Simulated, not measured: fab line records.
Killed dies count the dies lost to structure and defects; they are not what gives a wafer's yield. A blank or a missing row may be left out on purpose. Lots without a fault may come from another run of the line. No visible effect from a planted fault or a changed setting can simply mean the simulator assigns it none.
Problem report, 8D (eight disciplines) form, completed by code -- flow gf180mcu -- the parts of the form that need people (team, actions taken, sign-off) are left out

== 1. WHAT WENT WRONG ==
tiltDeg at GF_HV_LDD_IMPLANT_36 reads a mean of 31.501 degrees on 6 wafers of 2 lots; wafers without a fault read 29.998 degrees with a standard deviation of 0.02. Measured from the usual mean, that is +75 standard deviations.
First seen on wafer L819.2, day 17 07:08, on implanter-01. At this step, 42 wafers from 14 lots have a number in the record. The rule behind "out" and "out of limits": a value lying over 4 standard deviations away from the usual mean. The other wafers with a number count as sound.

== 2. WHAT THIS IS AND IS NOT ==
question,is,is not
which readings at this step,tiltDeg,-
which lots,"L819, L821","L802, L803, L805, L806, L808, L809, L811, L812, L813, L823, L824, L825"
which wafers of those lots,all that have a number,-
read on which tools,implanter-01,"implanter-02, implanter-03"
when,from day 17 07:08,"up to then (27 sound wafers); but 9 sound wafers of L823, L824, L825 came after"

== 3. THE SUSPECTS, EACH WITH WHAT RULES IT OUT ==
Counting: a tool stays on the suspect list if, at a process step up to the reading, it processed all lots that are out and no sound lot following the first of them.
- implanter-01 at GF_HV_LDD_IMPLANT_36: kept. It processed each lot that is out, first L819 at day 17 07:08, and no sound lot thereafter; up to then, the last sound lot it processed was L811 at day 14 10:53. On those wafers its own readings are out: tiltDeg.
After counting, what remains is implanter-01 at GF_HV_LDD_IMPLANT_36.

== 4. THE CAUSE (what the simulator had put in) ==
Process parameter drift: implanter-01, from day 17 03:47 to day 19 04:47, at GF_HV_LDD_IMPLANT_36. From 30, the setting tiltDeg moved by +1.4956. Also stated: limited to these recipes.
Counting left only this tool.

== 5. SEQUENCE OF EFFECTS, ordered by route ==
Each row: a reading whose mean over the struck wafers that have a number lies more than 3 standard deviations from the usual. Only readings whose record carries a usual standard deviation are examined. hours: median over the lots of the time between each lot's start at the first step of this table that gives one and its start at this step. sigmas: the change, counted in usual standard deviations.
hours,step,reading,usual,on struck wafers,change,sigmas
0,GF_HV_LDD_IMPLANT_36,tiltDeg,29.998 degrees,31.501,+1.503,+75
The process steps in it:
- GF_HV_LDD_IMPLANT_36
Readings that are blank on the struck wafers while sound wafers have them: HV_LDD_RS at GF_HV_LDD_RS_MEAS_53.

== 6. HOW IT WOULD HAVE BEEN CAUGHT EARLIER ==
In this record no reading fell out of limits until day 17 07:08, 3 hours after the fault had begun at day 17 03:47.
